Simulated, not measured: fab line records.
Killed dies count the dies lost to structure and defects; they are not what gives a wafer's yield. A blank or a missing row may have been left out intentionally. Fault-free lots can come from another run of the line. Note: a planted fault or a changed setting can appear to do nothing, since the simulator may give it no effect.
Chamber matching :: flow sfqLine :: SFQ_TRILAYER_I6_CMP_CMP_166 on cmp-02: 4 sister chambers
The step polishes SiO2. 18 wafers are shown with their chamber, then 9 later ones without.

== EACH WAFER AND ITS CHAMBER ==
wafer: L430.1
chamber: 3
motorCurrentA (A): 11.6
timeToEndpointS (s): 199
retainingRingPressureFrac: 1.002

wafer: L430.2
chamber: 2
motorCurrentA (A): 9.6
timeToEndpointS (s): 223
retainingRingPressureFrac: 1.005

wafer: L430.6
chamber: 0
motorCurrentA (A): 10.1
timeToEndpointS (s): 209
retainingRingPressureFrac: 1.011

wafer: L431.2
chamber: 2
motorCurrentA (A): 9.8
timeToEndpointS (s): 219
retainingRingPressureFrac: 1.005

wafer: L431.3
chamber: 0
motorCurrentA (A): 10.3
timeToEndpointS (s): 209
retainingRingPressureFrac: 1.007

wafer: L431.6
chamber: 2
motorCurrentA (A): 9.4
timeToEndpointS (s): 212
retainingRingPressureFrac: 1.008

wafer: L433.1
chamber: 2
motorCurrentA (A): 9.5
timeToEndpointS (s): 216
retainingRingPressureFrac: 0.991

wafer: L433.2
chamber: 1
motorCurrentA (A): 9.4
timeToEndpointS (s): 205
retainingRingPressureFrac: 1.005

wafer: L433.3
chamber: 0
motorCurrentA (A): 9.8
timeToEndpointS (s): 217
retainingRingPressureFrac: 0.989

wafer: L434.3
chamber: 3
motorCurrentA (A): 11.3
timeToEndpointS (s): 199
retainingRingPressureFrac: 1.005

wafer: L434.5
chamber: 0
motorCurrentA (A): 9.4
timeToEndpointS (s): 217
retainingRingPressureFrac: 1.002

wafer: L434.6
chamber: 3
motorCurrentA (A): 10.9
timeToEndpointS (s): 202
retainingRingPressureFrac: 0.998

wafer: L435.1
chamber: 0
motorCurrentA (A): 9.6
timeToEndpointS (s): 206
retainingRingPressureFrac: 1.001

wafer: L435.3
chamber: 2
motorCurrentA (A): 9.7
timeToEndpointS (s): 213
retainingRingPressureFrac: 1.000

wafer: L435.6
chamber: 1
motorCurrentA (A): 9.8
timeToEndpointS (s): 207
retainingRingPressureFrac: 0.992

wafer: L437.3
chamber: 1
motorCurrentA (A): 9.3
timeToEndpointS (s): 212
retainingRingPressureFrac: 1.000

wafer: L437.5
chamber: 3
motorCurrentA (A): 10.7
timeToEndpointS (s): 213
retainingRingPressureFrac: 0.996

wafer: L437.6
chamber: 0
motorCurrentA (A): 9.6
timeToEndpointS (s): 227
retainingRingPressureFrac: 0.993

SIGNATURES (averages over the wafers above)
reading: motorCurrentA
chamber 0: 9.800
chamber 1: 9.500
chamber 2: 9.600
chamber 3: 11.125
scatter within a chamber: 0.306

reading: timeToEndpointS
chamber 0: 214.17
chamber 1: 208.00
chamber 2: 216.60
chamber 3: 203.25
scatter within a chamber: 6.22

reading: retainingRingPressureFrac
chamber 0: 1.00050
chamber 1: 0.99900
chamber 2: 1.00180
chamber 3: 1.00025
scatter within a chamber: 0.00685
Rule: for a wafer and a chamber, the distance is found by dividing, reading by reading, the gap between the wafer's reading and the chamber's mean by the reading's scatter, squaring, summing and taking the root. The wafer belongs to the nearest chamber; if the next one is less than 2 further off, it can't be placed. The scatter: take each reading less its chamber's mean, square it, sum over the shown wafers, divide by the number of wafers less the number of chambers, and take the root.

== WAFERS WHOSE CHAMBER IS MISSING ==
wafer: L438.3
motorCurrentA (A): 9.6
timeToEndpointS (s): 209
retainingRingPressureFrac: 0.990

wafer: L438.2
motorCurrentA (A): 9.6
timeToEndpointS (s): 211
retainingRingPressureFrac: 0.995

wafer: L438.4
motorCurrentA (A): 11.6
timeToEndpointS (s): 205
retainingRingPressureFrac: 0.999

wafer: L443.2
motorCurrentA (A): 10.8
timeToEndpointS (s): 199
retainingRingPressureFrac: 0.997

wafer: L443.4
motorCurrentA (A): 9.3
timeToEndpointS (s): 210
retainingRingPressureFrac: 0.994

wafer: L443.6
motorCurrentA (A): 9.9
timeToEndpointS (s): 209
retainingRingPressureFrac: 1.007

wafer: L449.2
motorCurrentA (A): 10.6
timeToEndpointS (s): 206
retainingRingPressureFrac: 0.999

wafer: L449.4
motorCurrentA (A): 9.8
timeToEndpointS (s): 225
retainingRingPressureFrac: 0.996

wafer: L449.6
motorCurrentA (A): 11.7
timeToEndpointS (s): 208
retainingRingPressureFrac: 0.995

== WHICH CHAMBER EACH WENT THROUGH ==
wafer: L438.3
from the rows above: can't be placed: 1 or 0 or 2
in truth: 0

wafer: L438.2
from the rows above: can't be placed: 1 or 0 or 2
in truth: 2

wafer: L438.4
from the rows above: 3
in truth: 3

wafer: L443.2
from the rows above: 3
in truth: 3

wafer: L443.4
from the rows above: can't be placed: 1 or 2 or 0
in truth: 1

wafer: L443.6
from the rows above: can't be placed: 0 or 2 or 1
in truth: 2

wafer: L449.2
from the rows above: can't be placed: 3 or 0 or 1 or 2
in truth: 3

wafer: L449.4
from the rows above: can't be placed: 2 or 0 or 1
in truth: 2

wafer: L449.6
from the rows above: 3
in truth: 3
Placed correctly: 3 of 9. From these rows, 6 cannot be placed; in 6 the true chamber is one of the candidates. 0 placed wrongly.
